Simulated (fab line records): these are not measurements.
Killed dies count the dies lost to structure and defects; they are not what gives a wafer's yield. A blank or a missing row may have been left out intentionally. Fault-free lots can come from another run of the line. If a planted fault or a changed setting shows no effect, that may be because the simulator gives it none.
Check for tools in common    flow sky130    Sample size 13 lots and 39 wafers

== WHY IT WAS OPENED ==
At SKY_FIELD_ISO_CD_MEAS_13 the reading cd-nm is flagged on 1 of 13 lots. No-fault wafers: 150.2 nm, standard deviation 1.4.
Rule: a lot is flagged in two cases, either no wafer of it has a number, or all its wafers with numbers fall more than 4 standard deviations from that mean. The rest of the lots are taken to be sound.

lot   measured     on         cd-nm (nm), wafer by wafer  flag
L540  day 2 12:31  cd-sem-02  149.2 149.0 149.5           
L542  day 2 20:02  cd-sem-02  148.9 149.2 148.4           
L543  day 2 23:23  cd-sem-01  149.7 149.3 149.5           
L544  day 3 06:17  cd-sem-01  150.2 150.1 151.0           
L545  day 3 13:36  cd-sem-02  150.5 149.3 148.9           
L547  day 3 21:41  cd-sem-02  151.6 152.7 152.3           
L548  day 4 04:19  cd-sem-02  151.2 150.2 151.0           
L550  day 4 17:04  cd-sem-02  133.6 133.1 133.5           FLAGGED
L557  day 6 03:18  cd-sem-01  149.1 149.7 148.4           
L558  day 6 07:46  cd-sem-01  148.7 148.2 147.9           
L559  day 6 12:46  cd-sem-02  148.2 149.1 147.7           
L561  day 6 22:46  cd-sem-02  151.8 151.3 150.1           
L562  day 7 06:29  cd-sem-02  150.7 150.8 152.0           
The mean of the flagged lots' numbers is 133.4 nm, -16.8 nm from the usual (-12 standard deviations).

== WHICH TOOL EACH LOT WENT THROUGH ==
The record holds 1 process step before the reading, out of a route of 708 steps. Every cell lists first the tool, next ch and the chambers used by the sampled wafers, and last the start.
lot   flag     SKY_FIELD_ISO_EXPOSE_10
L540           krf-scanner-01 ch 0, day 2 03:26
L542           krf-scanner-02 ch 0, day 2 14:23
L543           krf-scanner-02 ch 0, day 2 17:07
L544           krf-scanner-01 ch 0, day 2 21:40
L545           krf-scanner-02 ch 0, day 3 06:47
L547           krf-scanner-02 ch 0, day 3 14:06
L548           krf-scanner-01 ch 0, day 3 21:05
L550  FLAGGED  krf-scanner-01 ch 0, day 4 08:35
L557           krf-scanner-02 ch 0, day 5 17:49
L558           krf-scanner-01 ch 0, day 5 23:00
L559           krf-scanner-01 ch 0, day 6 04:42
L561           krf-scanner-01 ch 0, day 6 12:35
L562           krf-scanner-01 ch 0, day 6 20:46
These steps, and what they do:
- SKY_FIELD_ISO_EXPOSE_10: exposes mask FOM, target cd 150 nm.
- SKY_FIELD_ISO_CD_MEAS_13: target cd 150 nm.

== FLAGGED AGAINST TOTAL, ONE TOOL AT A TIME (gauges that did the reading follow at the end) ==
step                      tool            lots run  flagged  share of the flagged lots  sound lots run after its first flagged lot
SKY_FIELD_ISO_EXPOSE_10   krf-scanner-01  8         1        all                        4 (L558,L559,L561,L562)
SKY_FIELD_ISO_EXPOSE_10   krf-scanner-02  5         0        none                       -
SKY_FIELD_ISO_CD_MEAS_13  cd-sem-01       4         0        none                       -
SKY_FIELD_ISO_CD_MEAS_13  cd-sem-02       9         1        all                        3 (L559,L561,L562)

== WHAT THE TABLE PERMITS ==
Every flagged lot went through 2 rows of the table: krf-scanner-01 at SKY_FIELD_ISO_EXPOSE_10 and cd-sem-02 at SKY_FIELD_ISO_CD_MEAS_13.
- krf-scanner-01 at SKY_FIELD_ISO_EXPOSE_10: 1 of its 8 lots flagged. Sound lots followed the first flagged one (L558, L559, L561, L562) on it, something a lasting fault affecting the whole tool could not allow.
- cd-sem-02 at SKY_FIELD_ISO_CD_MEAS_13: 1 of its 9 lots flagged. Sound lots followed the first flagged one (L559, L561, L562) on it, something a lasting fault affecting the whole tool could not allow.
Every row of the table either missed a flagged lot or ran a sound lot after the first.

== WHAT THE SIMULATOR HAD PUT IN ==
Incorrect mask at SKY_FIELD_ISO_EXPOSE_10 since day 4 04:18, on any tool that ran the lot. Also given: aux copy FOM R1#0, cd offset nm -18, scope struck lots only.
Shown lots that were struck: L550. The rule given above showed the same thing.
